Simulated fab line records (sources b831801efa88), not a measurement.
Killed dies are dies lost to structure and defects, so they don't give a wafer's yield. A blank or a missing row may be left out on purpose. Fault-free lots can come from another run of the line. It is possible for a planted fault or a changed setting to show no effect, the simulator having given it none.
fab line records + flow sky130
[record]
- lots = 7
- wafers = 21
- lastDay = 49
route steps=708 shown VIA1@482 METAL2@483 PAD_OPEN@708
lots that met no fault: from a run of the same line without faults
startH: hours from the record's opening day to when the first of the lot's shown wafers began + waitH: how many hours have passed since the lot's step before this one + " same as the row above + L1.1+2: a single row standing in for several wafers + - value missing, or start not given + * or withheld: withheld + < > ~ a bound
route shown NAME@n: a module of which the file shows steps, and the number in the route of the first + usual: mean/standard deviation of fault-free wafers + same: alike in all rows + chamber/n: place in a boat + sites: the reading at each site + _std_site: how widely they spread, as a standard deviation + _edge_site: inner sites' mean taken away from outer sites' mean + radiusMm: how far each site lies from the wafer's centre + mask NAME#n: copy n + behind: the most recent tool/chamber to have shaped the wafer + hold: why the lot was held/for how many hours/how that ended + device: the n, p or np transistor that did not switch + end of line: tests of these same wafers at the route's end + where a step has no rows: the recipe by itself + killed: not the wafer's yield, but the dies lost to structure and defects at the first sort + map: shows each die of a wafer: x if killed, . if not, _ if none is there
set.NAME: setting as actually run; set.NAME@STEP: the setting as run at that earlier step + model.NAME: the simulator's own value behind a step, which no gauge read
a table for each step, a row for each wafer; lots at some steps of the route
services: from which hour (startH, from the record's first day; less than 0 if before it) a tool's chamber was out of use, for how many hours, and why
[[steps]]
[step SKY_VIA1_CMP_24]
[recipe]
- stopOn = SiO2
- tOverpolishS = 15
- downForcePsi = 3.5
- platenRpm = 60
- targetThkNm = 0
- padVelocityMS = 0.94248
[usual]
- edgeZonePressureFrac = 1.000/0.0051
- motorCurrentA = 11.5/1.1
- overpolishRunS = 15.000/0.0093
- timeToEndpointS = 66.3/2.9
| lot.wafer | tool   | chamber | startH | waitH | edgeZonePressureFrac | motorCurrentA | overpolishRunS | timeToEndpointS |
|-----------|--------|---------|--------|-------|----------------------|---------------|----------------|-----------------|
| L744.1    | cmp-01 | 3       | 803.22 | 0.1   | 1.005                | 9.6           | 14.988         | 71.8            |
| L744.3    | "      | 2       | "      | "     | 0.999                | 10.1          | 14.993         | 67.2            |
| L744.5    | "      | 0       | "      | "     | 0.997                | 12.6          | 14.988         | 69.3            |
| L746.2    | cmp-01 | 2       | 813.21 | 0.1   | 0.993                | 10.2          | 15.006         | 67.8            |
| L746.4    | "      | 1       | "      | "     | 1.011                | 10.6          | 15.000         | 73.4            |
| L746.6    | "      | 3       | "      | "     | 0.998                | 10.5          | 14.982         | 70.5            |
| L754.1    | cmp-01 | 3       | 881.35 | 0.1   | 0.999                | 10.1          | 14.994         | 68.9            |
| L754.5    | "      | 2       | "      | "     | 1.000                | 9.9           | 15.000         | 66.5            |
| L754.6    | "      | 3       | "      | "     | 0.998                | 10.7          | 14.994         | 71.3            |
| L755.4    | cmp-01 | 0       | 884.60 | 0.1   | 0.996                | 12.9          | 15.022         | 65.9            |
| L755.6    | "      | 3       | "      | "     | 0.996                | 10.4          | 14.987         | 63.5            |
| L755.5    | "      | 0       | "      | "     | 0.997                | 13.0          | 14.995         | 63.4            |
| L756.1    | cmp-02 | 3       | 891.10 | 0.1   | 0.992                | 11.1          | 15.006         | 64.7            |
| L756.3    | "      | 1       | "      | "     | 0.993                | 11.0          | 15.001         | 66.5            |
| L756.5    | "      | 0       | "      | "     | 1.000                | 12.3          | 15.013         | 63.5            |
| L759.1    | cmp-01 | 2       | 918.85 | 0.1   | 1.006                | 9.9           | 15.004         | 63.3            |
| L759.6    | "      | 0       | "      | "     | 0.995                | 12.3          | 14.988         | 66.3            |
| L759.5    | "      | 1       | "      | "     | 1.009                | 10.4          | 15.006         | 65.3            |
| L763.4    | cmp-02 | 1       | 942.97 | 0.3   | 1.000                | 11.5          | 15.005         | 64.0            |
| L763.3    | "      | 3       | "      | "     | 1.000                | 11.6          | 14.997         | 63.6            |
| L763.1    | "      | 0       | "      | "     | 0.997                | 12.1          | 15.003         | 61.8            |
[step SKY_METAL2_SPUTTER_00]
[recipe]
- material = Ti
- targetThkNm = 15
- powerW = 3000
- timeS = 10
- chamberPressurePa = 0.4
[usual]
- throttleValvePct = 29.9/0.98
| lot.wafer | tool          | chamber | startH | waitH | throttleValvePct |
|-----------|---------------|---------|--------|-------|------------------|
| L744.1    | pvdSputter-04 | -       | 803.52 | 0.2   | 29.2             |
| L744.3    | "             | -       | "      | "     | 29.9             |
| L744.5    | "             | -       | "      | "     | 30.6             |
| L746.2    | pvdSputter-03 | -       | 813.51 | 0.2   | 31.2             |
| L746.4    | "             | -       | "      | "     | 30.7             |
| L746.6    | "             | -       | "      | "     | 30.6             |
| L754.1    | pvdSputter-01 | -       | 881.60 | 0.2   | 27.8             |
| L754.5    | "             | -       | "      | "     | 29.0             |
| L754.6    | "             | -       | "      | "     | 28.0             |
| L755.4    | pvdSputter-01 | -       | 884.85 | 0.2   | 27.8             |
| L755.5    | "             | -       | "      | "     | 29.2             |
| L755.6    | "             | -       | "      | "     | 27.9             |
| L756.1    | pvdSputter-01 | -       | 891.40 | 0.2   | 28.0             |
| L756.3    | "             | -       | "      | "     | 29.6             |
| L756.5    | "             | -       | "      | "     | 29.7             |
| L759.1    | pvdSputter-04 | -       | 919.05 | 0.1   | 29.1             |
| L759.5    | "             | -       | "      | "     | 29.1             |
| L759.6    | "             | -       | "      | "     | 30.7             |
| L763.1    | pvdSputter-03 | -       | 943.27 | 0.1   | 29.2             |
| L763.3    | "             | -       | "      | "     | 30.3             |
| L763.4    | "             | -       | "      | "     | 30.7             |
[step SKY_METAL2_SPUTTER_01]
[recipe]
- material = TiN
- targetThkNm = 20
- powerW = 6500
- timeS = 16.7
- chamberPressurePa = 0.4
[usual]
- throttleValvePct = 29.9/0.99
| lot.wafer | tool          | chamber | startH | waitH | throttleValvePct |
|-----------|---------------|---------|--------|-------|------------------|
| L744.1    | pvdSputter-04 | -       | 803.54 | 0.0   | 29.1             |
| L744.3    | "             | -       | "      | "     | 30.0             |
| L744.5    | "             | -       | "      | "     | 30.6             |
| L746.2    | pvdSputter-03 | -       | 813.54 | 0.0   | 31.5             |
| L746.4    | "             | -       | "      | "     | 30.4             |
| L746.6    | "             | -       | "      | "     | 30.6             |
| L754.1    | pvdSputter-01 | -       | 881.62 | 0.0   | 27.8             |
| L754.5    | "             | -       | "      | "     | 29.1             |
| L754.6    | "             | -       | "      | "     | 27.8             |
| L755.4    | pvdSputter-01 | -       | 884.88 | 0.0   | 27.7             |
| L755.5    | "             | -       | "      | "     | 29.1             |
| L755.6    | "             | -       | "      | "     | 27.8             |
| L756.1    | pvdSputter-01 | -       | 891.43 | 0.0   | 28.0             |
| L756.3    | "             | -       | "      | "     | 29.8             |
| L756.5    | "             | -       | "      | "     | 29.5             |
| L759.1    | pvdSputter-04 | -       | 919.07 | 0.0   | 29.1             |
| L759.5    | "             | -       | "      | "     | 29.1             |
| L759.6    | "             | -       | "      | "     | 30.6             |
| L763.1    | pvdSputter-03 | -       | 943.30 | 0.0   | 29.0             |
| L763.3    | "             | -       | "      | "     | 30.5             |
| L763.4    | "             | -       | "      | "     | 30.6             |
[step SKY_METAL2_SPUTTER_02]
[recipe]
- material = AlCu
- targetThkNm = 250
- powerW = 10600
- timeS = 13.3
- chamberPressurePa = 0.4
[usual]
- throttleValvePct = 29.9/0.99
| lot.wafer | tool          | chamber | startH | waitH | throttleValvePct |
|-----------|---------------|---------|--------|-------|------------------|
| L744.1    | pvdSputter-04 | -       | 803.57 | 0.0   | 28.8             |
| L744.3    | "             | -       | "      | "     | 30.1             |
| L744.5    | "             | -       | "      | "     | 30.4             |
| L746.2    | pvdSputter-03 | -       | 813.56 | 0.0   | 31.1             |
| L746.4    | "             | -       | "      | "     | 30.3             |
| L746.6    | "             | -       | "      | "     | 30.6             |
| L754.1    | pvdSputter-01 | -       | 881.65 | 0.0   | 27.9             |
| L754.5    | "             | -       | "      | "     | 29.1             |
| L754.6    | "             | -       | "      | "     | 27.6             |
| L755.4    | pvdSputter-01 | -       | 884.90 | 0.0   | 27.8             |
| L755.5    | "             | -       | "      | "     | 29.2             |
| L755.6    | "             | -       | "      | "     | 27.8             |
| L756.1    | pvdSputter-01 | -       | 891.45 | 0.0   | 28.0             |
| L756.3    | "             | -       | "      | "     | 29.6             |
| L756.5    | "             | -       | "      | "     | 29.8             |
| L759.1    | pvdSputter-04 | -       | 919.09 | 0.0   | 28.9             |
| L759.5    | "             | -       | "      | "     | 29.4             |
| L759.6    | "             | -       | "      | "     | 30.5             |
| L763.1    | pvdSputter-03 | -       | 943.32 | 0.0   | 29.3             |
| L763.3    | "             | -       | "      | "     | 30.6             |
| L763.4    | "             | -       | "      | "     | 30.6             |
[step SKY_METAL2_SPUTTER_03]
[recipe]
- material = Ti
- targetThkNm = 5
- powerW = 3000
- timeS = 3.3
- chamberPressurePa = 0.4
[usual]
- throttleValvePct = 29.9/0.99
| lot.wafer | tool          | chamber | startH | waitH | throttleValvePct |
|-----------|---------------|---------|--------|-------|------------------|
| L744.1    | pvdSputter-04 | -       | 803.59 | 0.0   | 29.1             |
| L744.3    | "             | -       | "      | "     | 30.1             |
| L744.5    | "             | -       | "      | "     | 30.4             |
| L746.2    | pvdSputter-03 | -       | 813.59 | 0.0   | 31.5             |
| L746.4    | "             | -       | "      | "     | 30.8             |
| L746.6    | "             | -       | "      | "     | 30.4             |
| L754.1    | pvdSputter-01 | -       | 881.67 | 0.0   | 27.9             |
| L754.5    | "             | -       | "      | "     | 29.0             |
| L754.6    | "             | -       | "      | "     | 27.6             |
| L755.4    | pvdSputter-01 | -       | 884.93 | 0.0   | 27.8             |
| L755.5    | "             | -       | "      | "     | 29.3             |
| L755.6    | "             | -       | "      | "     | 28.0             |
| L756.1    | pvdSputter-01 | -       | 891.48 | 0.0   | 28.2             |
| L756.3    | "             | -       | "      | "     | 29.9             |
| L756.5    | "             | -       | "      | "     | 29.8             |
| L759.1    | pvdSputter-04 | -       | 919.12 | 0.0   | 29.1             |
| L759.5    | "             | -       | "      | "     | 29.2             |
| L759.6    | "             | -       | "      | "     | 30.4             |
| L763.1    | pvdSputter-03 | -       | 943.35 | 0.0   | 29.4             |
| L763.3    | "             | -       | "      | "     | 30.5             |
| L763.4    | "             | -       | "      | "     | 30.7             |
[step SKY_METAL2_SPUTTER_04]
[recipe]
- material = TiN
- targetThkNm = 70
- powerW = 6500
- timeS = 58.3
- chamberPressurePa = 0.4
[step SKY_METAL2_RS_MEAS_05]
[recipe]
- thkMeasGauge = four-point-probe
- reads = TiN_of_METAL2_SPUTTER_04+Ti_of_METAL2_SPUTTER_03+AlCu_of_METAL2_SPUTTER_02+TiN_of_METAL2_SPUTTER_01+Ti_of_METAL2_SPUTTER_00
[usual]
- METAL2_ALCU_RS = 0.1269/0.0016
| lot.wafer | tool         | chamber | startH | waitH | METAL2_ALCU_RS[ohm/sq] |
|-----------|--------------|---------|--------|-------|------------------------|
| L744.1    | filmMetro-01 | -       | 803.66 | 0.0   | 0.1270                 |
| L744.3    | "            | -       | "      | "     | 0.1265                 |
| L744.5    | "            | -       | "      | "     | 0.1262                 |
| L746.2    | filmMetro-03 | -       | 813.67 | 0.0   | 0.1292                 |
| L746.4    | "            | -       | "      | "     | 0.1287                 |
| L746.6    | "            | -       | "      | "     | 0.1278                 |
| L754.1    | filmMetro-04 | -       | 881.74 | 0.0   | 0.1250                 |
| L754.5    | "            | -       | "      | "     | 0.1243                 |
| L754.6    | "            | -       | "      | "     | 0.1241                 |
| L755.4    | filmMetro-04 | -       | 885.05 | 0.1   | 0.1265                 |
| L755.5    | "            | -       | "      | "     | 0.1264                 |
| L755.6    | "            | -       | "      | "     | 0.1260                 |
| L756.1    | filmMetro-04 | -       | 891.54 | 0.0   | 0.1274                 |
| L756.3    | "            | -       | "      | "     | 0.1284                 |
| L756.5    | "            | -       | "      | "     | 0.1271                 |
| L759.1    | filmMetro-04 | -       | 919.19 | 0.0   | 0.1275                 |
| L759.5    | "            | -       | "      | "     | 0.1272                 |
| L759.6    | "            | -       | "      | "     | 0.1269                 |
| L763.1    | filmMetro-04 | -       | 943.41 | 0.0   | 0.1262                 |
| L763.3    | "            | -       | "      | "     | 0.1256                 |
| L763.4    | "            | -       | "      | "     | 0.1281                 |
[step SKY_METAL2_THK_MEAS_06]
[recipe]
- thkMeasGauge = xrf
- reads = AlCu_of_METAL2_SPUTTER_02
[usual]
- METAL2_ALCU_THK = 252/3.1
| lot.wafer | tool         | chamber | startH | waitH | METAL2_ALCU_THK[nm] |
|-----------|--------------|---------|--------|-------|---------------------|
| L744.1    | filmMetro-01 | -       | 803.78 | 0.1   | 252                 |
| L744.3    | "            | -       | "      | "     | 255                 |
| L744.5    | "            | -       | "      | "     | 254                 |
| L746.2    | filmMetro-03 | -       | 813.78 | 0.1   | 248                 |
| L746.4    | "            | -       | "      | "     | 249                 |
| L746.6    | "            | -       | "      | "     | 252                 |
| L754.1    | filmMetro-04 | -       | 881.86 | 0.1   | 253                 |
| L754.5    | "            | -       | "      | "     | 256                 |
| L754.6    | "            | -       | "      | "     | 256                 |
| L755.4    | filmMetro-04 | -       | 885.14 | 0.1   | 252                 |
| L755.5    | "            | -       | "      | "     | 251                 |
| L755.6    | "            | -       | "      | "     | 253                 |
| L756.1    | filmMetro-04 | -       | 891.66 | 0.1   | 253                 |
| L756.3    | "            | -       | "      | "     | 249                 |
| L756.5    | "            | -       | "      | "     | 253                 |
| L759.1    | filmMetro-04 | -       | 919.31 | 0.1   | 249                 |
| L759.5    | "            | -       | "      | "     | 252                 |
| L759.6    | "            | -       | "      | "     | 251                 |
| L763.1    | filmMetro-04 | -       | 943.53 | 0.1   | 253                 |
| L763.3    | "            | -       | "      | "     | 255                 |
| L763.4    | "            | -       | "      | "     | 250                 |
[step SKY_METAL2_DEHYDRATE_07]
[recipe]
- tempC = 200
- timeS = 60
[step SKY_METAL2_HMDS_08]
[recipe]
- primeTimeS = 60
- primeTempC = 120
[step SKY_METAL2_COAT_09]
[recipe]
- resist = BARC
- tempC = withheld
- timeS = withheld
- spinRpm = 3000
- resistThkNm = 60
[step SKY_METAL2_COAT_10]
[recipe]
- resist = KrF-thick
- spinRpm = 3000
- resistThkNm = 450
[step SKY_METAL2_SOFTBAKE_11]
[recipe]
- tempC = 100
- timeS = 90
- resist = KrF-thick
[usual]
- chillPlateTempC = 22.99/0.11
- runLengthS = 119.08/0.25
| lot.wafer | tool          | chamber | startH | waitH | chillPlateTempC | runLengthS |
|-----------|---------------|---------|--------|-------|-----------------|------------|
| L744.1    | lithoTrack-04 | 0       | 816    | -     | 23.04           | 119.19     |
| L744.3    | "             | 0       | "      | "     | 23.08           | 119.18     |
| L744.5    | "             | 0       | 817    | -     | 22.89           | 119.47     |
| L746.2    | lithoTrack-03 | 0       | 827    | -     | 22.96           | 119.18     |
| L746.4    | "             | 0       | "      | "     | 23.00           | 119.22     |
| L746.6    | "             | 0       | "      | "     | 23.00           | 119.03     |
| L754.1    | lithoTrack-03 | 0       | 894    | -     | 23.09           | 122.98     |
| L754.5    | "             | 0       | "      | "     | 23.00           | 123.03     |
| L754.6    | "             | 0       | "      | "     | 22.94           | 122.94     |
| L755.4    | lithoTrack-03 | 0       | 898    | -     | 22.90           | 123.02     |
| L755.5    | "             | 0       | "      | "     | 22.91           | 123.07     |
| L755.6    | "             | 0       | "      | "     | 22.94           | 123.30     |
| L756.1    | lithoTrack-03 | 0       | 904    | -     | 23.11           | 122.97     |
| L756.3    | "             | 0       | "      | "     | 23.00           | 122.95     |
| L756.5    | "             | 0       | "      | "     | 22.97           | 122.99     |
| L759.1    | lithoTrack-04 | 0       | 931    | -     | 22.83           | 119.28     |
| L759.5    | "             | 0       | 932    | -     | 22.89           | 119.22     |
| L759.6    | "             | 0       | "      | "     | 22.83           | 119.34     |
| L763.1    | lithoTrack-01 | 0       | 955    | -     | 23.04           | 118.92     |
| L763.3    | "             | 0       | "      | "     | 22.87           | 118.90     |
| L763.4    | "             | 0       | "      | "     | 22.94           | 118.77     |
[step SKY_METAL2_EXPOSE_12]
[recipe]
- maskId = MM2
- na = 0.8
- sourceShape = annular
- sigmaInner = 0.55
- sigmaOuter = 0.85
- targetCdNm = 140
- doseMj = 28
[step SKY_PAD_OPEN_PROBE_99]
[usual]
- defectLimitedYield = 82.4/1.8
- killed_at_M0_to_M3 = 44/7.2
- killed_at_M4_up = 3.5/1.8
- killedAtContacts = 25/5.1
- killedAtFrontEnd = 14/4.4
- killedAtOther = 0.4/0.58
- killedDies = 87/9.1
- killedOnRim = 17/3.9
- killedOpen = 48/6.9
- killedShort = 38/6.3
- sort_bin_3_pad_short = 0.9/0.43
- sort_bin_5_function = 10.5/1.5
- sort_bin_6_memory = 6.3/1.1
- sortNPass = 405/9.1
- sortYieldPct = 82.4/1.8
[same]
- grossDies = 492
- killedAtBackSide = 0
- sort_bin_4_leakage[%] = 0
- sort_bin_8_speed[%] = 0
| lot.wafer | tool      | chamber | startH  | waitH | defectLimitedYield[%] | killed_at_M0_to_M3 | killed_at_M4_up | killedAtContacts | killedAtFrontEnd | killedAtOther | killedDies | killedOnRim | killedOpen | killedShort | sort_bin_3_pad_short[%] | sort_bin_5_function[%] | sort_bin_6_memory[%] | sortNPass | sortYieldPct[%] |
|-----------|-----------|---------|---------|-------|-----------------------|--------------------|-----------------|------------------|------------------|---------------|------------|-------------|------------|-------------|-------------------------|------------------------|----------------------|-----------|-----------------|
| L744.1    | prober-01 | -       | 1085.00 | 0.1   | 83.7                  | 39                 | 4               | 23               | 13               | 1             | 80         | 16          | 47         | 33          | 0.4                     | 10.4                   | 5.5                  | 412       | 83.7            |
| L744.3    | prober-01 | -       | 1085.10 | 0.2   | 82.5                  | 42                 | 4               | 31               | 9                | 0             | 86         | 13          | 50         | 36          | 0.8                     | 10.8                   | 5.9                  | 406       | 82.5            |
| L744.5    | prober-01 | -       | 1085.20 | 0.2   | 82.5                  | 41                 | 7               | 24               | 14               | 0             | 86         | 14          | 46         | 40          | 0.4                     | 11.2                   | 5.9                  | 406       | 82.5            |
| L746.2    | prober-01 | -       | 1091.60 | 0.1   | 84.6                  | 39                 | 4               | 14               | 18               | 1             | 76         | 13          | 37         | 38          | 0.8                     | 10.0                   | 4.7                  | 416       | 84.6            |
| L746.4    | prober-01 | -       | 1091.70 | 0.2   | 80.5                  | 51                 | 7               | 23               | 15               | 0             | 96         | 16          | 46         | 50          | 1.2                     | 12.2                   | 6.1                  | 396       | 80.5            |
| L746.6    | prober-01 | -       | 1091.80 | 0.2   | 83.1                  | 46                 | 5               | 19               | 12               | 1             | 83         | 22          | 38         | 45          | 0.8                     | 8.9                    | 7.1                  | 409       | 83.1            |
| L754.1    | prober-02 | -       | 1143.15 | 0.1   | 82.5                  | 41                 | 3               | 32               | 10               | 0             | 86         | 23          | 51         | 35          | 0.4                     | 11.2                   | 5.9                  | 406       | 82.5            |
| L754.5    | prober-02 | -       | 1143.35 | 0.2   | 78.7                  | 58                 | 6               | 30               | 11               | 0             | 105        | 23          | 54         | 51          | 1.0                     | 12.4                   | 7.9                  | 387       | 78.7            |
| L754.6    | prober-02 | -       | 1143.40 | 0.2   | 85.4                  | 37                 | 1               | 25               | 9                | 0             | 72         | 17          | 43         | 29          | 0.8                     | 9.1                    | 4.7                  | 420       | 85.4            |
| L755.4    | prober-01 | -       | 1147.21 | 0.2   | 80.9                  | 39                 | 2               | 32               | 21               | 0             | 94         | 14          | 55         | 39          | 1.8                     | 10.8                   | 6.5                  | 398       | 80.9            |
| L755.5    | prober-01 | -       | 1147.26 | 0.2   | 84.1                  | 33                 | 2               | 22               | 19               | 2             | 78         | 13          | 42         | 36          | 0.8                     | 8.7                    | 6.3                  | 414       | 84.1            |
| L755.6    | prober-01 | -       | 1147.31 | 0.2   | 84.3                  | 42                 | 3               | 19               | 13               | 0             | 77         | 15          | 40         | 36          | 0.6                     | 10.8                   | 4.3                  | 415       | 84.3            |
| L756.1    | prober-02 | -       | 1150.80 | 0.1   | 86.0                  | 38                 | 1               | 18               | 12               | 0             | 69         | 9           | 38         | 31          | 0.8                     | 8.7                    | 4.5                  | 423       | 86.0            |
| L756.3    | prober-02 | -       | 1150.90 | 0.2   | 82.3                  | 45                 | 3               | 20               | 19               | 0             | 87         | 12          | 55         | 31          | 1.0                     | 12.2                   | 4.5                  | 405       | 82.3            |
| L756.5    | prober-02 | -       | 1151.00 | 0.2   | 85.0                  | 46                 | 1               | 15               | 12               | 0             | 74         | 15          | 50         | 24          | 0                       | 10.0                   | 5.1                  | 418       | 85.0            |
| L759.1    | prober-01 | -       | 1169.45 | 0.1   | 79.7                  | 57                 | 2               | 21               | 20               | 0             | 100        | 18          | 52         | 48          | 1.2                     | 12.8                   | 6.3                  | 392       | 79.7            |
| L759.5    | prober-01 | -       | 1169.65 | 0.2   | 80.7                  | 43                 | 5               | 27               | 20               | 0             | 95         | 18          | 50         | 45          | 1.2                     | 10.0                   | 8.1                  | 397       | 80.7            |
| L759.6    | prober-01 | -       | 1169.70 | 0.2   | 82.1                  | 45                 | 5               | 19               | 19               | 0             | 88         | 16          | 38         | 50          | 1.4                     | 9.8                    | 6.7                  | 404       | 82.1            |
| L763.1    | prober-01 | -       | 1187.65 | 0.1   | 82.9                  | 43                 | 2               | 18               | 19               | 2             | 84         | 22          | 38         | 45          | 1.0                     | 9.8                    | 6.3                  | 408       | 82.9            |
| L763.3    | prober-01 | -       | 1187.75 | 0.2   | 82.1                  | 38                 | 5               | 29               | 16               | 0             | 88         | 17          | 54         | 33          | 1.8                     | 11.6                   | 4.5                  | 404       | 82.1            |
| L763.4    | prober-01 | -       | 1187.80 | 0.2   | 82.5                  | 47                 | 4               | 25               | 10               | 0             | 86         | 17          | 47         | 39          | 0.8                     | 10.4                   | 6.3                  | 406       | 82.5            |
// killed by level:class
L744.1 CONTACT:geometricParticle:open=14 VIA1:geometricParticle:open=8 VIA3:geometricParticle:open=7 FIELD_ISO:geometricParticle:open=5 METAL2:geometricParticle:short=5 METAL1:geometricParticle:short=5 VIA1:geometricParticle:short=5 FIELD_ISO:geometricParticle:short=4
L744.3 LI_CONTACT:geometricParticle:open=14 VIA1:geometricParticle:open=13 METAL2:geometricParticle:short=10 CONTACT:geometricParticle:open=8 METAL3:geometricParticle:short=8 FIELD_ISO:geometricParticle:short=5 CONTACT:geometricParticle:short=5 VIA3:geometricParticle:open=4
L744.5 METAL1:geometricParticle:short=9 CONTACT:geometricParticle:open=9 VIA1:geometricParticle:open=9 LI_CONTACT:geometricParticle:open=8 CONTACT:geometricParticle:short=5 VIA3:geometricParticle:open=5 VIA1:geometricParticle:short=4 METAL2:geometricParticle:short=4
L746.2 VIA1:geometricParticle:open=11 METAL2:geometricParticle:short=10 FIELD_ISO:geometricParticle:open=7 METAL1:geometricParticle:short=6 POLY_GATE:geometricParticle:open=4 METAL4:geometricParticle:short=4 LI_CONTACT:geometricParticle:open=4 VIA2:geometricParticle:open=4
L746.4 METAL2:geometricParticle:short=12 CONTACT:geometricParticle:short=8 VIA2:geometricParticle:open=8 VIA1:geometricParticle:open=7 VIA3:geometricParticle:open=7 POLY_GATE:geometricParticle:short=5 LI_CONTACT:geometricParticle:open=5 METAL4:geometricParticle:short=5
L746.6 VIA1:geometricParticle:open=13 VIA1:geometricParticle:short=6 CONTACT:geometricParticle:open=5 METAL1:geometricParticle:short=5 VIA2:geometricParticle:open=5 LI_CONTACT:geometricParticle:open=4 LOCAL_INTERCONNECT:geometricParticle:short=4 METAL2:geometricParticle:short=4
L754.1 VIA1:geometricParticle:open=13 CONTACT:geometricParticle:open=11 LI_CONTACT:geometricParticle:open=8 VIA2:geometricParticle:open=5 LOCAL_INTERCONNECT:geometricParticle:short=5 METAL2:geometricParticle:short=5 CONTACT:geometricParticle:short=4 VIA3:geometricParticle:open=4
L754.5 LI_CONTACT:geometricParticle:open=13 VIA1:geometricParticle:short=10 VIA2:geometricParticle:open=10 METAL2:geometricParticle:short=8 VIA1:geometricParticle:open=7 VIA3:geometricParticle:open=7 CONTACT:geometricParticle:short=6 CONTACT:geometricParticle:open=6
L754.6 CONTACT:geometricParticle:open=11 VIA1:geometricParticle:open=11 POLY_GATE:geometricParticle:open=6 METAL1:geometricParticle:short=6 VIA3:geometricParticle:open=5 LOCAL_INTERCONNECT:geometricParticle:short=4 CONTACT:geometricParticle:short=4 VIA2:geometricParticle:open=4
L755.4 CONTACT:geometricParticle:open=13 VIA1:geometricParticle:open=11 LI_CONTACT:geometricParticle:open=9 METAL1:geometricParticle:short=9 FIELD_ISO:geometricParticle:short=8 POLY_GATE:geometricParticle:open=6 CONTACT:geometricParticle:short=6 VIA2:geometricParticle:open=5
L755.5 LI_CONTACT:geometricParticle:open=8 METAL2:geometricParticle:short=7 VIA2:geometricParticle:open=7 FIELD_ISO:geometricParticle:open=6 CONTACT:geometricParticle:open=6 POLY_GATE:geometricParticle:short=5 CONTACT:geometricParticle:short=5 METAL1:geometricParticle:short=5
L755.6 VIA1:geometricParticle:open=9 LI_CONTACT:geometricParticle:open=8 METAL1:geometricParticle:short=8 METAL2:geometricParticle:short=8 VIA2:geometricParticle:open=7 FIELD_ISO:geometricParticle:open=3 POLY_GATE:geometricParticle:open=3 POLY_GATE:geometricParticle:short=3
L756.1 CONTACT:geometricParticle:open=10 METAL2:geometricParticle:short=7 VIA1:geometricParticle:open=7 FIELD_ISO:geometricParticle:short=5 LI_CONTACT:geometricParticle:open=5 VIA1:geometricParticle:short=5 FIELD_ISO:geometricParticle:open=4 METAL1:geometricParticle:short=4
L756.3 VIA1:geometricParticle:open=10 CONTACT:geometricParticle:open=10 VIA3:geometricParticle:open=9 FIELD_ISO:geometricParticle:short=7 VIA2:geometricParticle:open=7 METAL2:geometricParticle:short=6 FIELD_ISO:geometricParticle:open=5 LI_CONTACT:geometricParticle:open=4
L756.5 VIA1:geometricParticle:open=12 CONTACT:geometricParticle:open=8 VIA2:geometricParticle:open=6 LI_CONTACT:geometricParticle:open=5 VIA3:geometricParticle:short=5 POLY_GATE:geometricParticle:open=4 METAL1:geometricParticle:short=4 VIA2:geometricParticle:short=4
L759.1 VIA1:geometricParticle:open=14 CONTACT:geometricParticle:open=9 METAL2:geometricParticle:short=7 VIA2:geometricParticle:open=7 FIELD_ISO:geometricParticle:short=5 METAL3:geometricParticle:short=5 POLY_GATE:geometricParticle:short=5 LI_CONTACT:geometricParticle:open=5
L759.5 CONTACT:geometricParticle:open=12 VIA1:geometricParticle:open=12 METAL2:geometricParticle:short=8 FIELD_ISO:geometricParticle:short=6 LI_CONTACT:geometricParticle:open=6 VIA1:geometricParticle:short=6 VIA2:geometricParticle:open=6 POLY_GATE:geometricParticle:open=5
L759.6 POLY_GATE:geometricParticle:short=7 VIA3:geometricParticle:open=7 VIA1:geometricParticle:open=7 CONTACT:geometricParticle:open=6 FIELD_ISO:geometricParticle:short=5 METAL1:geometricParticle:short=5 VIA2:geometricParticle:open=5 METAL3:geometricParticle:short=5
L763.1 FIELD_ISO:geometricParticle:short=7 CONTACT:geometricParticle:open=7 VIA2:geometricParticle:open=7 METAL1:geometricParticle:short=6 VIA1:geometricParticle:open=6 FIELD_ISO:geometricParticle:open=5 METAL2:geometricParticle:short=5 CONTACT:geometricParticle:short=4
L763.3 VIA1:geometricParticle:open=10 CONTACT:geometricParticle:open=9 LI_CONTACT:geometricParticle:open=9 VIA3:geometricParticle:open=6 METAL2:geometricParticle:short=5 VIA2:geometricParticle:open=5 FIELD_ISO:geometricParticle:short=4 LOCAL_INTERCONNECT:geometricParticle:short=4
L763.4 VIA3:geometricParticle:open=10 CONTACT:geometricParticle:open=9 VIA1:geometricParticle:short=7 VIA1:geometricParticle:open=7 VIA2:geometricParticle:open=7 FIELD_ISO:geometricParticle:short=5 LI_CONTACT:geometricParticle:open=5 METAL1:geometricParticle:short=5
[[services]]
| tool          | chamber | startH | hours | kind                          |
|---------------|---------|--------|-------|-------------------------------|
| cmp-01        | -       | 786.54 | 1.6   | repair                        |
| pvdSputter-04 | -       | 791.24 | 1.4   | repair                        |
| cmp-01        | -       | 794.63 | 7.9   | pm                            |
| lithoTrack-03 | -       | 806.99 | -     | consumableReplace:filter      |
| cmp-01        | -       | 807.60 | 0.4   | repair                        |
| cmp-02        | -       | 811.84 | 2.3   | repair                        |
| cmp-01        | -       | 822.49 | 15.5  | pm                            |
| cmp-02        | -       | 838.15 | 7.0   | pm                            |
| pvdSputter-01 | -       | 849.35 | 1.8   | repair                        |
| cmp-01        | -       | 852.07 | 6.3   | repair                        |
| cmp-01        | -       | 854.87 | 1.4   | repair                        |
| cmp-02        | -       | 860.16 | 3.2   | pm                            |
| pvdSputter-03 | -       | 884.25 | 2.4   | repair                        |
| cmp-02        | -       | 907.59 | 3.9   | repair                        |
| cmp-01        | -       | 912.12 | 4.0   | pm                            |
| cmp-01        | -       | 916.12 | -     | consumableReplace:conditioner |
| cmp-01        | -       | 916.12 | -     | consumableReplace:pad         |
| pvdSputter-01 | -       | 931.00 | 11.1  | repair                        |
| cmp-01        | -       | 937.70 | 15.6  | repair                        |
| cmp-01        | -       | 943.40 | 0.6   | repair                        |
[[key]]
[firstSign]
- step = SKY_METAL2_SOFTBAKE_11
- reading = runLengthS
- direction = up
- sigmas = 16
- usual = *
- struck = *
effect none on later readings
metAt SKY_METAL2_SOFTBAKE_11
struckWafers L754.1,L754.5,L754.6,L755.4,L755.5,L755.6,L756.1,L756.3,L756.5
onsetBetween 827 894
[fault]
- kind = processParameterDrift
- tool = lithoTrack-03
- chamber = -
- onsetH = 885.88
- steps = SKY_METAL2_SOFTBAKE_11
- channel = timeS
- offset = *
- shape = step
- endH = 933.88
- actsIn = *
- stated = *
